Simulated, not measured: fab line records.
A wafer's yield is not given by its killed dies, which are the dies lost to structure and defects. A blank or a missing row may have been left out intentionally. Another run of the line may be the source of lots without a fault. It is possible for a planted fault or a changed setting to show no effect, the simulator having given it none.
A struck lot beside a sound one | flow sky130 | 17 steps out of a route of 708
Sound: the wafers L704.1, L704.3, L704.6. Struck: wafer L718.6. (L718.1, L718.4 of the same lot were not struck and are left out.) The cause comes at the end.
Per side, at each step with rows, come the tool, then ch with its chambers, and then its first start. Under that, the readings that differ: sound wafers | struck wafers | difference of the means | sigmas: that difference in standard deviations of wafers without a fault.
alike: words and numbers the same on both sides, and readings whose means are apart by under 2 such deviations; not compared: readings that were withheld, readings missing a value for some wafer, numbers with overlapping values and no deviation given by the record, and bounds like >300 which may hide the same value.
The two part at a step that has a row with sigmas, a row that says differs or no value, or rows on one side only. Non-overlapping numbers with no deviation appear without sigmas and do not part them. Lack of a reading on every wafer of one side parts them only where that side has two or more wafers.

first, 4 steps without rows for these wafers: SKY_LI_CONTACT_SOFTBAKE_08 (time 90 s); SKY_LI_CONTACT_EXPOSE_09 (exposes mask LICM1, target cd 170 nm); SKY_LI_CONTACT_PEB_10; SKY_LI_CONTACT_DEVELOP_11 (develop time 60 s).
SKY_LI_CONTACT_CD_MEAS_12: target cd 170 nm.
  struck on cd sem-02, day 33 21:46; sound on cd sem-02, day 28 22:00
  alike: cd nm
SKY_LI_CONTACT_OVL_MEAS_13:
  struck on overlay-02, day 33 21:53; sound on overlay-02, day 28 22:07
  alike: LI_CONTACT_OVL
SKY_LI_CONTACT_ETCH_14: etches BARC in N2/H2, stops on SiO2, time 45.9 s, target depth 60 nm.
  sound on rie diel-02 ch 0,1, day 28 22:10; struck on rie diel-02 ch 1, day 33 21:55
  alike: drypump motor current A, oes product au, throttle valve pct
  not compared: rf hours counter h
SKY_LI_CONTACT_ETCH_15: etches PSG in C4F8/O2/Ar, stops on Si, target depth 600 nm.
  sound on rie diel-02 ch 0,1, day 28 22:12; struck on rie diel-02 ch 1, day 33 21:58
  alike: oes product au
SKY_LI_CONTACT_STRIP_16: strips in O2/N2.
  sound on plasma asher-01 ch 0, day 28 22:17; struck on plasma asher-02 ch 1, day 33 22:02
  alike: drypump motor current A, oes product au, strip time to endpoint s
  not compared: rf hours counter h
then, 2 steps without rows for these wafers: SKY_LI_CONTACT_CLEAN_17 (cleans in NMP, time 600 s); SKY_LI_CONTACT_PRE_CLEAN_18 (time 5.6 s).
SKY_LI_CONTACT_SPUTTER_19: material Ti, target thk 20 nm, time 106.37 s.
  struck on pvd sputter-03, day 33 22:20; sound on pvd sputter-04, day 28 22:35
  alike: throttle valve pct
SKY_LI_CONTACT_SPUTTER_20: material TiN, target thk 20 nm, time 80 s.
  struck on pvd sputter-03, day 33 22:25; sound on pvd sputter-04, day 28 22:39
  reading                                        | sound             | struck | difference | sigmas
  model.TiN_of_LI_CONTACT_SPUTTER_20.thk nm (nm) | 20.34 20.46 20.13 | 34.69  | +14.38     |
  alike: throttle valve pct
SKY_LI_CONTACT_CVD_21: deposits W, target thk 400 nm, time 120.56 s.
  sound on cvd w-02 ch 1, day 28 22:43; struck on cvd w-01 ch 1, day 33 22:28
  alike: chamber pressure Torr, heater power w
SKY_LI_CONTACT_RS_MEAS_22: uses a four-point probe to measure.
  struck on film metro-01, day 33 23:01; sound on film metro-04, day 28 22:50
  reading                  | sound                | struck | difference | sigmas
  LI_CONTACT_W_RS (ohm/sq) | 0.2827 0.2839 0.2835 | 0.2777 | -0.0057    | -2
  not compared: hold
SKY_LI_CONTACT_THK_MEAS_23: measures by xrf.
  struck on film metro-01, day 34 04:54; sound on film metro-04, day 28 22:58
  reading | sound | struck                   | difference                   | sigmas
  hold    | - - - | await dispo/5.7h/release | no value on the sound wafers |
  alike: LI_CONTACT_W_THK
-- the record jumps here: 15 days lie between the struck wafers' starts before and after (it left off in module LI_CONTACT and takes up again in module PAD_OPEN, whose first step shown is number 708 of the route) --
SKY_PAD_OPEN_PROBE_99:
  struck on prober-01, day 49 08:11; sound on prober-01, day 45 22:15
  reading                        | sound           | struck | difference | sigmas
  killed_at_M0_to_M3             | 43 28 48        | 54     | +14        | +2
  killed dies                    | 91 76 90        | 105    | +19        | +2
  killed short                   | 44 28 36        | 50     | +14        | +2
  model.etest.licon ndiff.rc ohm | 180 172.8 176.8 | 193.7  | +17.2      |
  alike: killed_at_M4_up, killed at contacts, killed at front end, killed at other, killed on rim, killed open

## WHERE THEY PART
Earliest at SKY_LI_CONTACT_RS_MEAS_22; latest, in this record, at SKY_PAD_OPEN_PROBE_99.

WHY: what had been put in by the simulator
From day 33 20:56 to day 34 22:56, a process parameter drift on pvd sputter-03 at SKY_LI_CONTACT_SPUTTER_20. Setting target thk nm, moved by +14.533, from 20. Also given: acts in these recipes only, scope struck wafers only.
